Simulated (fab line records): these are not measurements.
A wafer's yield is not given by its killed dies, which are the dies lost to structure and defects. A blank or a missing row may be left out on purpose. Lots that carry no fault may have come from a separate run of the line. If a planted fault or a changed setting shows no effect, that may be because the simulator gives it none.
fab line records ; flow sky130
record lots=7; wafers=21; last_day=50
route steps=708 shown NWELL@82 PWDE@84 VT_ADJUST_HVTP@85 VT_ADJUST_LVTN@97 PAD_OPEN@708
lots untouched by any fault: they come from a run of this same line in which no faults occurred
start_h: the number of hours between the record's first day and the start of the first shown wafer of the lot ; wait_h: hours from the lot's prior step to this one ; " as in the row above ; L1.1+2: several wafers, shown together as one row ; - value missing, or start not given ; * or withheld: withheld ; < > ~ a bound
route shown NAME@n: names a module that has steps shown in the file, with the first one's number in the route ; usual: mean/standard deviation of fault-free wafers ; same: alike in all rows ; chamber/n: place in a boat ; sites: per-site readings ; _std_site: standard deviation across them ; _edge_site: the outer-site mean with the inner-site mean subtracted ; radius_mm: how far each site lies from the wafer's centre ; mask NAME#n: copy n ; behind: the last tool/chamber to shape the wafer ; hold: cause of the lot's hold/its duration in hours/its outcome ; device: names the non-switching transistor (n, p or np) ; end of line: tests run on the same wafers once the route is complete ; a step without rows: its recipe alone ; killed: not the wafer's yield, but the dies lost to structure and defects at the first sort ; map: shows each die of a wafer: x if killed, . if not, _ if none is there
set.NAME: the setting the step ran with; set.NAME@STEP: the setting that earlier step ran with ; model.NAME: the simulator's own value behind a step, which no gauge read
certain route steps with their lots: each step a table, each wafer a row
services: the hour from which a tool's chamber was out of use, counted from the record's first day as start_h (under 0 if before that day), plus the number of hours and why
## steps
# step SKY_NWELL_RS_MEAS_29
# recipe thk_meas_gauge=four-point-probe
# usual NWELL_RS=623.3/1.5
lot.wafer;tool;chamber;start_h;wait_h;NWELL_RS[ohm/sq]
L616.2;film_metro-01;-;121.47;0.1;625.3
L616.3;film_metro-01;-;121.47;0.1;625.9
L616.5;film_metro-01;-;121.47;0.1;625.2
L618.2;film_metro-02;-;136.03;0.1;624.1
L618.3;film_metro-02;-;136.03;0.1;623.3
L618.5;film_metro-02;-;136.03;0.1;623.4
L620.1;film_metro-02;-;143.70;0.1;621.7
L620.2;film_metro-02;-;143.70;0.1;622.9
L620.4;film_metro-02;-;143.70;0.1;624.0
L621.1;film_metro-01;-;151.35;0.1;621.9
L621.2;film_metro-01;-;151.35;0.1;622.3
L621.5;film_metro-01;-;151.35;0.1;623.1
L622.4;film_metro-03;-;158.39;0.1;620.1
L622.5;film_metro-03;-;158.39;0.1;621.6
L622.6;film_metro-03;-;158.39;0.1;622.6
L633.2;film_metro-01;-;220.91;0.1;623.9
L633.4;film_metro-01;-;220.91;0.1;622.8
L633.5;film_metro-01;-;220.91;0.1;621.2
L635.2;film_metro-03;-;239.48;0.1;621.2
L635.3;film_metro-03;-;239.48;0.1;623.1
L635.5;film_metro-03;-;239.48;0.1;622.6
# step SKY_NWELL_RS_MEAS_31
# recipe thk_meas_gauge=four-point-probe
# usual PWDE_RS=5281/19
lot.wafer;tool;chamber;start_h;wait_h;PWDE_RS[ohm/sq]
L616.2;film_metro-01;-;121.71;0.1;5312
L616.3;film_metro-01;-;121.71;0.1;5309
L616.5;film_metro-01;-;121.71;0.1;5294
L618.2;film_metro-02;-;136.27;0.1;5276
L618.3;film_metro-02;-;136.27;0.1;5273
L618.5;film_metro-02;-;136.27;0.1;5289
L620.1;film_metro-02;-;143.94;0.1;5274
L620.2;film_metro-02;-;143.94;0.1;5279
L620.4;film_metro-02;-;143.94;0.1;5297
L621.1;film_metro-01;-;151.59;0.1;5271
L621.2;film_metro-01;-;151.59;0.1;5276
L621.5;film_metro-01;-;151.59;0.1;5295
L622.4;film_metro-03;-;158.63;0.1;5290
L622.5;film_metro-03;-;158.63;0.1;5277
L622.6;film_metro-03;-;158.63;0.1;5265
L633.2;film_metro-01;-;221.15;0.1;5259
L633.4;film_metro-01;-;221.15;0.1;5283
L633.5;film_metro-01;-;221.15;0.1;5265
L635.2;film_metro-03;-;239.72;0.1;5310
L635.3;film_metro-03;-;239.72;0.1;5323
L635.5;film_metro-03;-;239.72;0.1;5305
# step SKY_VT_ADJUST_HVTP_DEHYDRATE_00
# recipe temp_c=200; time_s=60
# step SKY_VT_ADJUST_HVTP_HMDS_01
# recipe prime_time_s=60; prime_temp_c=120
# step SKY_VT_ADJUST_HVTP_COAT_02
# recipe resist=NOVOLAK; spin_rpm=3000; resist_thk_nm=1140
# step SKY_VT_ADJUST_HVTP_SOFTBAKE_03
# recipe temp_c=90; time_s=60; resist=NOVOLAK
# step SKY_VT_ADJUST_HVTP_EXPOSE_04
# recipe mask_id=HVTPM; na=0.6; source_shape=conventional; sigma_outer=0.6; polarization=unpolarized; target_cd_nm=380; dose_mj=140
# step SKY_VT_ADJUST_HVTP_PEB_05
# recipe temp_c=withheld; time_s=*; resist=NOVOLAK
# step SKY_VT_ADJUST_HVTP_DEVELOP_06
# recipe resist=NOVOLAK; developer=TMAH; develop_time_s=60; dev_temp_c=23
# step SKY_VT_ADJUST_HVTP_CD_MEAS_07
# recipe target_cd_nm=380
# usual cd_nm=381/3.2
lot.wafer;tool;chamber;start_h;wait_h;cd_nm
L616.2;cd_sem-01;-;140.74;0.1;383
L616.3;cd_sem-01;-;140.74;0.1;379
L616.5;cd_sem-01;-;140.74;0.1;384
L618.2;cd_sem-02;-;155.49;0.1;375
L618.3;cd_sem-02;-;155.49;0.1;376
L618.5;cd_sem-02;-;155.49;0.1;376
L620.1;cd_sem-02;-;163.47;0.1;373
L620.2;cd_sem-02;-;163.47;0.1;374
L620.4;cd_sem-02;-;163.47;0.1;375
L621.1;cd_sem-02;-;171.32;0.1;383
L621.2;cd_sem-02;-;171.32;0.1;382
L621.5;cd_sem-02;-;171.32;0.1;383
L622.4;cd_sem-02;-;179.13;0.1;381
L622.5;cd_sem-02;-;179.13;0.1;378
L622.6;cd_sem-02;-;179.13;0.1;376
L633.2;cd_sem-02;-;243.19;0.1;380
L633.4;cd_sem-02;-;243.19;0.1;379
L633.5;cd_sem-02;-;243.19;0.1;379
L635.2;cd_sem-02;-;263.27;0.1;380
L635.3;cd_sem-02;-;263.27;0.1;379
L635.5;cd_sem-02;-;263.27;0.1;380
# step SKY_VT_ADJUST_HVTP_OVL_MEAS_08
# usual VT_ADJUST_HVTP_OVL=-0.8/1.4
lot.wafer;tool;chamber;start_h;wait_h;VT_ADJUST_HVTP_OVL[nm]
L616.2;overlay-02;-;140.84;0.1;-0.1
L616.3;overlay-02;-;140.84;0.1;-3.3
L616.5;overlay-02;-;140.84;0.1;-0.7
L618.2;overlay-01;-;155.59;0.1;-0.7
L618.3;overlay-01;-;155.59;0.1;-0.7
L618.5;overlay-01;-;155.59;0.1;-0.9
L620.1;overlay-02;-;163.59;0.1;2.5
L620.2;overlay-02;-;163.59;0.1;-0.6
L620.4;overlay-02;-;163.59;0.1;0.9
L621.1;overlay-02;-;171.44;0.1;-1.0
L621.2;overlay-02;-;171.44;0.1;-1.3
L621.5;overlay-02;-;171.44;0.1;0.4
L622.4;overlay-01;-;179.21;0.1;-0.5
L622.5;overlay-01;-;179.21;0.1;-1.1
L622.6;overlay-01;-;179.21;0.1;-0.2
L633.2;overlay-02;-;243.29;0.1;-1.2
L633.4;overlay-02;-;243.29;0.1;-1.1
L633.5;overlay-02;-;243.29;0.1;-0.1
L635.2;overlay-01;-;263.38;0.1;-2.0
L635.3;overlay-01;-;263.38;0.1;-0.2
L635.5;overlay-01;-;263.38;0.1;-1.2
# step SKY_VT_ADJUST_HVTP_IMPLANT_09
# recipe species=As; energy_kev=150; dose_cm2=4.3e+12; tilt_deg=withheld
lot.wafer;tool;chamber;start_h;wait_h
L616.2+3+5;implanter-03;0;140.90;0.0
L616.2+3+5;implanter-03;0;141.21;0.3
L618.2+3+5;implanter-04;0;155.65;0.0
L620.1+2+4;implanter-03;0;163.63;0.0
L620.1+2+4;implanter-03;0;163.94;0.3
L621.1+2+5;implanter-04;0;171.48;0.0
L622.4+5+6;implanter-03;0;179.30;0.1
L622.4+5+6;implanter-03;0;179.62;0.3
L633.2+4+5;implanter-04;0;243.35;0.0
L635.2+3+5;implanter-04;0;263.43;0.0
# step SKY_VT_ADJUST_HVTP_STRIP_10
# recipe chemistry=O2/N2; power_w=1400; pressure_mtorr=1500; platen_temp_c=withheld; o2_flow_sccm=3000; n2_flow_sccm=300; overash_fraction=0.5
# usual drypump_motor_current_A=5.7/0.39; n2_flow_sccm=300.1/0.94; o2_flow_sccm=3001/9; oes_product_au=0.716/0.0047; strip_time_to_endpoint_s=14.16/0.042
lot.wafer;tool;chamber;start_h;wait_h;drypump_motor_current_A;n2_flow_sccm;o2_flow_sccm;oes_product_au;rf_hours_counter_h;strip_time_to_endpoint_s
L616.2;plasma_asher-03;1;141.34;0.1;5.2;300.1;3008;0.705;2;14.15
L616.3;plasma_asher-03;1;141.34;0.1;5.2;299.5;3007;0.718;-;14.16
L616.5;plasma_asher-03;1;141.34;0.1;5.2;297.9;3006;0.712;-;14.12
L618.2;plasma_asher-03;0;155.77;0.1;5.3;300.1;2985;0.711;4;14.23
L618.3;plasma_asher-03;0;155.77;0.1;5.3;300.4;2986;0.714;-;14.21
L618.5;plasma_asher-03;1;155.77;0.1;5.2;301.1;3000;0.713;-;14.19
L620.1;plasma_asher-02;1;164.09;0.1;6.1;299.0;3002;0.731;37;14.19
L620.2;plasma_asher-02;0;164.09;0.1;5.6;298.6;3002;0.721;37;14.20
L620.4;plasma_asher-02;1;164.09;0.1;6.1;299.2;2998;0.719;-;14.21
L621.1;plasma_asher-04;1;171.63;0.1;6.3;300.3;2988;0.716;45;14.13
L621.2;plasma_asher-04;0;171.63;0.1;5.6;301.1;3000;0.717;45;14.15
L621.5;plasma_asher-04;1;171.63;0.1;6.3;300.2;2993;0.716;-;14.17
L622.4;plasma_asher-04;1;179.73;0.1;6.3;300.8;2995;0.715;-;14.14
L622.5;plasma_asher-04;1;179.73;0.1;6.3;300.4;3003;0.723;-;14.13
L622.6;plasma_asher-04;0;179.73;0.1;5.6;299.7;3001;0.712;-;14.16
L633.2;plasma_asher-04;0;243.47;0.1;5.6;299.1;3014;0.709;52;14.21
L633.4;plasma_asher-04;0;243.47;0.1;5.6;300.0;3002;0.710;-;14.18
L633.5;plasma_asher-04;0;243.47;0.1;5.6;298.9;3002;0.716;-;14.22
L635.2;plasma_asher-03;0;263.56;0.1;5.3;299.7;2996;0.728;14;14.20
L635.3;plasma_asher-03;1;263.56;0.1;5.2;301.7;3009;0.719;-;14.15
L635.5;plasma_asher-03;0;263.56;0.1;5.3;298.5;2990;0.717;-;14.13
# step SKY_VT_ADJUST_HVTP_TW_MEAS_11
# usual VT_ADJUST_HVTP_TW=1355/9.7
lot.wafer;tool;chamber;start_h;wait_h;VT_ADJUST_HVTP_TW
L616.2;film_metro-01;-;141.45;0.1;1673
L616.3;film_metro-01;-;141.45;0.1;1674
L616.5;film_metro-01;-;141.45;0.1;1682
L618.2;film_metro-03;-;155.88;0.1;1359
L618.3;film_metro-03;-;155.88;0.1;1366
L618.5;film_metro-03;-;155.88;0.1;1363
L620.1;film_metro-03;-;164.19;0.1;1686
L620.2;film_metro-03;-;164.19;0.1;1687
L620.4;film_metro-03;-;164.19;0.1;1693
L621.1;film_metro-01;-;171.73;0.1;1347
L621.2;film_metro-01;-;171.73;0.1;1353
L621.5;film_metro-01;-;171.73;0.1;1349
L622.4;film_metro-03;-;179.82;0.1;1694
L622.5;film_metro-03;-;179.82;0.1;1699
L622.6;film_metro-03;-;179.82;0.1;1682
L633.2;film_metro-03;-;243.61;0.1;1345
L633.4;film_metro-03;-;243.61;0.1;1354
L633.5;film_metro-03;-;243.61;0.1;1358
L635.2;film_metro-04;-;263.67;0.1;1362
L635.3;film_metro-04;-;263.67;0.1;1364
L635.5;film_metro-04;-;263.67;0.1;1362
# step SKY_VT_ADJUST_LVTN_DEHYDRATE_00
# recipe temp_c=200; time_s=60
# step SKY_PAD_OPEN_PROBE_99
# usual killed_at_M0_to_M3=43/7.3; killed_at_M4_up=3.4/2.1; killed_at_contacts=24/5.9; killed_at_front_end=14/4; killed_at_other=0.3/0.54; killed_dies=85/10; killed_on_rim=17/3.7; killed_open=46/7.7; killed_short=38/6
# same gross_dies=492; killed_at_back_side=0
lot.wafer;tool;chamber;start_h;wait_h;killed_at_M0_to_M3;killed_at_M4_up;killed_at_contacts;killed_at_front_end;killed_at_other;killed_dies;killed_on_rim;killed_open;killed_short;model.etest.tip_p.rs_ohm_sq;model.etest.pfet_01v8.r_on_ohm_um;model.etest.tip_p.rs_ohm_sq_range;model.etest.pfet_01v8.drive_ua_um;model.etest.pfet_01v8_mvt.drive_ua_um;model.etest.pfet_01v8_hvt.drive_ua_um;model.etest.sram_pfet_latch.drive_ua_um;model.etest.ring_1v8.delay_ps
L616.2;prober-01;-;1106.34;0.1;35;2;20;14;0;71;16;35;36;9099;3727;266.1;121.3;88.23;93.88;93.06;28.79
L616.3;prober-01;-;1106.39;0.2;47;8;28;7;0;90;19;49;41;9107;3751;260.6;120.4;87.92;93.62;94.66;28.5
L616.5;prober-01;-;1106.49;0.2;49;3;24;10;0;86;22;46;40;9058;3682;251.7;122.4;89.26;95.17;96.29;28.34
L618.2;prober-02;-;1127.39;0.1;41;4;31;17;0;93;22;53;40;6873;2991;98.8;185.1;147.9;140.3;138.4;21.62
L618.3;prober-02;-;1127.44;0.2;39;2;20;9;0;70;14;38;32;6860;2964;128.3;186.8;147.5;138.2;135;21.9
L618.5;prober-02;-;1127.54;0.2;56;1;30;20;0;107;24;53;54;6867;2957;191.1;187.5;148.7;140.8;138.3;21.83
L620.1;prober-02;-;1130.02;0.1;58;2;22;21;1;104;16;59;45;9149;3896;157.7;113.9;83.01;87.9;85.05;30.33
L620.2;prober-02;-;1130.07;0.1;57;2;31;8;0;98;20;56;42;9156;3854;212.7;115.1;83.29;90.21;87.07;29.81
L620.4;prober-02;-;1130.17;0.2;42;2;24;8;0;76;13;46;30;9118;3931;194.3;112.9;82.76;88.86;89.08;30.57
L621.1;prober-01;-;1144.32;0.1;35;1;11;13;0;60;15;24;36;6808;2960;106.7;188.7;148.1;139.8;139.8;21.34
L621.2;prober-01;-;1144.37;0.1;41;1;13;14;0;69;16;36;33;6865;2899;200.3;189.8;150;141.6;139.6;21.58
L621.5;prober-01;-;1144.52;0.2;45;3;23;16;1;88;19;52;36;6830;2916;172.2;187.9;151.9;141;142.3;21.93
L622.4;prober-02;-;1147.00;0.2;54;2;7;11;0;74;14;41;33;9221;3627;404.2;125.9;89.44;98.71;98.62;27.43
L622.5;prober-02;-;1147.05;0.2;43;5;22;14;0;84;20;44;40;9153;3596;299.3;126.4;90.46;98.71;98.29;27.24
L622.6;prober-02;-;1147.10;0.2;45;3;28;23;0;99;14;52;47;9148;3546;256.4;128.1;89.87;99.81;99.36;26.86
L633.2;prober-01;-;1200.64;0.1;44;1;31;11;0;87;25;49;38;6802;2899;170;194;153.1;144.7;144.2;21.54
L633.4;prober-01;-;1200.74;0.2;33;5;25;17;1;81;9;42;39;6805;2836;283.1;196.9;154.2;147.6;142.7;21
L633.5;prober-01;-;1200.79;0.2;55;5;16;11;0;87;19;40;47;6819;2841;195.8;196.9;154.3;147;148.2;20.95
L635.2;prober-01;-;1210.54;0.1;47;2;23;9;1;82;13;53;29;6747;2878;234.1;193.7;152.4;146.4;141.7;21.14
L635.3;prober-01;-;1210.59;0.2;52;3;28;12;1;96;21;55;41;6706;2911;166;192.7;152.9;145;146.3;21.4
L635.5;prober-01;-;1210.69;0.2;57;2;25;13;0;97;14;50;47;6695;2869;203.4;194.4;154.4;146.7;143.1;21.56
# killed by level:class
L616.2 VIA1:geometric_particle:open=11 CONTACT:geometric_particle:open=7 METAL1:geometric_particle:short=7 FIELD_ISO:geometric_particle:short=6 CONTACT:geometric_particle:short=5 VIA1:geometric_particle:short=4 LI_CONTACT:geometric_particle:open=4 VIA3:geometric_particle:open=4
L616.3 VIA1:geometric_particle:open=13 CONTACT:geometric_particle:open=12 METAL1:geometric_particle:short=9 LI_CONTACT:geometric_particle:open=8 FIELD_ISO:geometric_particle:short=4 VIA1:geometric_particle:short=4 METAL2:geometric_particle:short=4 VIA3:geometric_particle:open=4
L616.5 CONTACT:geometric_particle:open=11 VIA1:geometric_particle:open=10 METAL3:geometric_particle:short=8 VIA1:geometric_particle:short=6 VIA2:geometric_particle:open=6 VIA3:geometric_particle:open=6 CONTACT:geometric_particle:short=5 METAL2:geometric_particle:short=5
L618.2 CONTACT:geometric_particle:open=11 VIA1:geometric_particle:open=11 LI_CONTACT:geometric_particle:open=7 METAL1:geometric_particle:short=7 FIELD_ISO:geometric_particle:open=6 VIA2:geometric_particle:open=6 LOCAL_INTERCONNECT:geometric_particle:short=6 VIA1:geometric_particle:short=5
L618.3 CONTACT:geometric_particle:open=9 VIA1:geometric_particle:open=7 METAL2:geometric_particle:short=6 VIA2:geometric_particle:open=6 VIA1:geometric_particle:short=5 METAL3:geometric_particle:short=4 FIELD_ISO:geometric_particle:open=3 POLY_GATE:geometric_particle:open=3
L618.5 VIA1:geometric_particle:open=14 CONTACT:geometric_particle:open=11 VIA2:geometric_particle:open=8 POLY_GATE:geometric_particle:short=7 LI_CONTACT:geometric_particle:open=7 VIA1:geometric_particle:short=7 METAL2:geometric_particle:short=7 CONTACT:geometric_particle:short=6
L620.1 VIA1:geometric_particle:open=14 VIA1:geometric_particle:short=9 LI_CONTACT:geometric_particle:open=8 CONTACT:geometric_particle:open=7 FIELD_ISO:geometric_particle:open=6 METAL1:geometric_particle:short=6 VIA3:geometric_particle:open=6 FIELD_ISO:geometric_particle:short=5
L620.2 CONTACT:geometric_particle:open=11 VIA1:geometric_particle:open=11 VIA2:geometric_particle:open=11 LI_CONTACT:geometric_particle:open=8 VIA1:geometric_particle:short=7 METAL1:geometric_particle:short=7 CONTACT:geometric_particle:short=6 METAL2:geometric_particle:short=6
L620.4 CONTACT:geometric_particle:open=11 VIA1:geometric_particle:open=9 METAL1:geometric_particle:short=6 LI_CONTACT:geometric_particle:open=5 VIA1:geometric_particle:short=5 VIA2:geometric_particle:open=5 METAL2:geometric_particle:short=4 VIA3:geometric_particle:open=4
L621.1 POLY_GATE:geometric_particle:short=6 VIA3:geometric_particle:open=6 METAL2:geometric_particle:short=6 VIA2:geometric_particle:open=5 CONTACT:geometric_particle:open=4 METAL1:geometric_particle:short=4 LI_CONTACT:geometric_particle:short=3 VIA1:geometric_particle:open=3
L621.2 POLY_GATE:geometric_particle:open=7 VIA1:geometric_particle:open=7 VIA2:geometric_particle:open=6 VIA1:geometric_particle:short=6 METAL2:geometric_particle:short=6 CONTACT:geometric_particle:short=4 VIA2:geometric_particle:short=4 VIA3:geometric_particle:open=4
L621.5 LI_CONTACT:geometric_particle:open=9 VIA1:geometric_particle:open=9 POLY_GATE:geometric_particle:open=7 CONTACT:geometric_particle:open=7 METAL1:geometric_particle:short=6 VIA2:geometric_particle:open=6 VIA1:geometric_particle:short=5 CONTACT:geometric_particle:short=4
L622.4 VIA1:geometric_particle:open=19 VIA1:geometric_particle:short=7 FIELD_ISO:geometric_particle:short=6 METAL1:geometric_particle:short=5 VIA2:geometric_particle:open=5 METAL1:geometric_particle:open=4 VIA3:geometric_particle:open=4 LI_CONTACT:geometric_particle:open=3
L622.5 VIA1:geometric_particle:open=11 LI_CONTACT:geometric_particle:open=10 METAL1:geometric_particle:short=7 FIELD_ISO:geometric_particle:short=6 CONTACT:geometric_particle:open=5 METAL2:geometric_particle:short=5 VIA1:geometric_particle:short=4 POLY_GATE:geometric_particle:short=3
L622.6 VIA1:geometric_particle:open=11 CONTACT:geometric_particle:open=10 METAL2:geometric_particle:short=8 VIA2:geometric_particle:open=7 FIELD_ISO:geometric_particle:open=6 FIELD_ISO:geometric_particle:short=5 POLY_GATE:geometric_particle:short=5 LI_CONTACT:geometric_particle:short=5
L633.2 CONTACT:geometric_particle:open=15 VIA1:geometric_particle:open=10 LI_CONTACT:geometric_particle:open=8 METAL2:geometric_particle:short=6 LOCAL_INTERCONNECT:geometric_particle:short=5 VIA2:geometric_particle:open=5 POLY_GATE:geometric_particle:open=4 METAL1:geometric_particle:short=4
L633.4 CONTACT:geometric_particle:open=11 VIA2:geometric_particle:open=8 VIA1:geometric_particle:open=7 FIELD_ISO:geometric_particle:short=5 FIELD_ISO:geometric_particle:open=5 METAL4:geometric_particle:short=5 LI_CONTACT:geometric_particle:open=5 POLY_GATE:geometric_particle:short=4
L633.5 VIA1:geometric_particle:short=12 VIA1:geometric_particle:open=9 VIA2:geometric_particle:short=8 LI_CONTACT:geometric_particle:open=7 VIA2:geometric_particle:open=7 VIA3:geometric_particle:open=5 METAL1:geometric_particle:short=5 FIELD_ISO:geometric_particle:short=4
L635.2 CONTACT:geometric_particle:open=11 VIA2:geometric_particle:open=8 VIA1:geometric_particle:open=8 FIELD_ISO:geometric_particle:open=7 LI_CONTACT:geometric_particle:open=6 VIA1:geometric_particle:short=6 VIA3:geometric_particle:open=6 VIA2:geometric_particle:short=4
L635.3 CONTACT:geometric_particle:open=14 METAL1:geometric_particle:short=11 VIA3:geometric_particle:open=10 VIA1:geometric_particle:open=9 FIELD_ISO:geometric_particle:open=5 VIA2:geometric_particle:open=5 POLY_GATE:geometric_particle:open=4 LOCAL_INTERCONNECT:geometric_particle:short=4
L635.5 VIA1:geometric_particle:open=16 CONTACT:geometric_particle:open=8 VIA3:geometric_particle:open=7 METAL2:geometric_particle:short=7 LOCAL_INTERCONNECT:geometric_particle:short=7 METAL1:geometric_particle:short=5 VIA1:geometric_particle:short=5 VIA2:geometric_particle:open=5
## services
tool;chamber;start_h;hours;kind
plasma_asher-03;0;117.75;-;clean
plasma_asher-03;1;117.75;-;clean
plasma_asher-02;-;123.05;1.7;repair
plasma_asher-02;-;125.45;3.9;repair
plasma_asher-04;-;144.76;23.9;pm
plasma_asher-03;-;158.51;19.9;repair
plasma_asher-02;-;184.59;14.6;pm
implanter-03;-;205.83;5.3;pm
implanter-03;-;241.74;3.8;repair
## key
first_sign step=SKY_VT_ADJUST_HVTP_IMPLANT_09; reading=visit; direction=added
effect step=SKY_VT_ADJUST_HVTP_TW_MEAS_11; reading=VT_ADJUST_HVTP_TW; direction=up; sigmas=34; usual=1355; struck=1685
model_effect step=SKY_PAD_OPEN_PROBE_99; value=etest.tip_p.rs_ohm_sq; without=6784; struck=9134
met_at SKY_VT_ADJUST_HVTP_IMPLANT_09
struck_wafers L616.2,L616.3,L616.5,L620.1,L620.2,L620.4,L622.4,L622.5,L622.6
tester_left_out L616,L620,L622
fault kind=repeated_step_whole; tool=implanter-02,implanter-03,implanter-04; chamber=-; onset_h=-; steps=SKY_VT_ADJUST_HVTP_IMPLANT_09; times=1; scope=struck_lots_only
# tester_left_out: of these lots the tester's yield and bins aren't shown, on N5 and GAA mostly nor the transistor test; their killed dies are dies lost to structure and defects alone, not to doping, threshold or leakage, so they don't give the yield
